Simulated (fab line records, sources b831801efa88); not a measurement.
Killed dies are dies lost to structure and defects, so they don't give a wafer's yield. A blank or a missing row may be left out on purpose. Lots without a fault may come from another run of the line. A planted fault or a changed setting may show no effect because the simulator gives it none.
A struck lot beside a sound one | flow sky130 | 15 steps out of a route of 708
Sound: wafers L891.1, L891.4, L891.5. Struck: wafers L901.1, L901.2, L901.5. The cause comes at the end.
At each step with rows: each side's tool, then ch and its chambers, then its first start. Under that, the readings that differ: sound wafers | struck wafers | difference of the means | sigmas: that difference in standard deviations of wafers without a fault.
alike: readings whose means differ by less than 2 such deviations, and words and numbers that are the same on both sides. not compared: withheld readings, readings that some wafer has no value for, bounds like >300 that may hide the same value, and numbers for which the record gives no deviation and whose values overlap.
The two part at a step that has a row with sigmas, a row that says differs or no value, or rows on one side only. Numbers that don't overlap but have no deviation are shown without sigmas and don't part them. A reading that every wafer of one side lacks parts them only if that side has two wafers or more.

first, 1 step without rows for these wafers: SKY_POLY_CUT_DEVELOP_07 (develop time 60 s).
SKY_POLY_CUT_CD_MEAS_08: target cd 270 nm.
  sound on cd_sem-01, day 25 00:25; struck on cd_sem-02, day 28 17:23
  alike: cd_nm
SKY_POLY_CUT_OVL_MEAS_09:
  sound on overlay-01, day 25 00:32; struck on overlay-01, day 28 17:30
  alike: POLY_CUT_OVL
SKY_POLY_CUT_ETCH_10: etches BARC in N2/H2, stops on SiO2, time 45.9 s, target depth 60 nm.
  sound on rie_diel-02 ch 1,2, day 25 00:34; struck on rie_diel-03 ch 1,3, day 28 17:32
  alike: drypump_motor_current_A, oes_product_au, throttle_valve_pct
  not compared: rf_hours_counter_h
SKY_POLY_CUT_ETCH_11: etches Si3N4 in CF4/CH2F2/Ar, stops on poly-Si, time 42.5 s, target depth 60 nm.
  sound on rie_diel-02 ch 1,2, day 25 00:37; struck on rie_diel-03 ch 1,3, day 28 17:35
  alike: drypump_motor_current_A, mfc_ar_sccm, oes_product_au, throttle_valve_pct
  not compared: rf_hours_counter_h
SKY_POLY_CUT_STRIP_12: strips in O2/N2.
  sound on plasma_asher-03 ch 0, day 25 00:39; struck on plasma_asher-03 ch 0,1, day 28 17:37
  alike: drypump_motor_current_A, oes_product_au, strip_time_to_endpoint_s
  not compared: rf_hours_counter_h
then, 6 steps without rows for these wafers: SKY_SD_P_DEHYDRATE_00 (time 60 s); SKY_SD_P_HMDS_01 (prime time 60 s); SKY_SD_P_COAT_02 (resist thk 1140 nm); SKY_SD_P_SOFTBAKE_03 (time 60 s); SKY_SD_P_EXPOSE_04 (exposes mask PSDM, target cd 380 nm); SKY_SD_P_PEB_05.
SKY_SD_P_DEVELOP_06: develop time 60 s.
  sound on litho_track-01 ch 0, day 26 04:43; struck on litho_track-02 ch 0, day 29 20:31
  reading              | sound             | struck            | difference | sigmas
  developer_temp_C (C) | 22.90 22.79 22.90 | 23.62 23.71 23.69 | +0.81      | +8
SKY_SD_P_CD_MEAS_07: target cd 380 nm.
  sound on cd_sem-01, day 26 04:52; struck on cd_sem-02, day 29 20:40
  alike: cd_nm
-- the record jumps here: 19 days lie between the struck wafers' starts before and after (it left off in module SD_P and takes up again in module PAD_OPEN, whose first step shown is number 708 of the route) --
SKY_PAD_OPEN_PROBE_99:
  the record has rows for the struck wafers here (prober-02, day 48 15:24) and none for the sound ones

WHERE THEY PART
First at SKY_SD_P_DEVELOP_06; last, within this record, at SKY_PAD_OPEN_PROBE_99.

WHY: what the simulator had put in
Process parameter drift: litho_track-02, from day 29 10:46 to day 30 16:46, at SKY_SD_P_DEVELOP_06. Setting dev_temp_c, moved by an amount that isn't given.
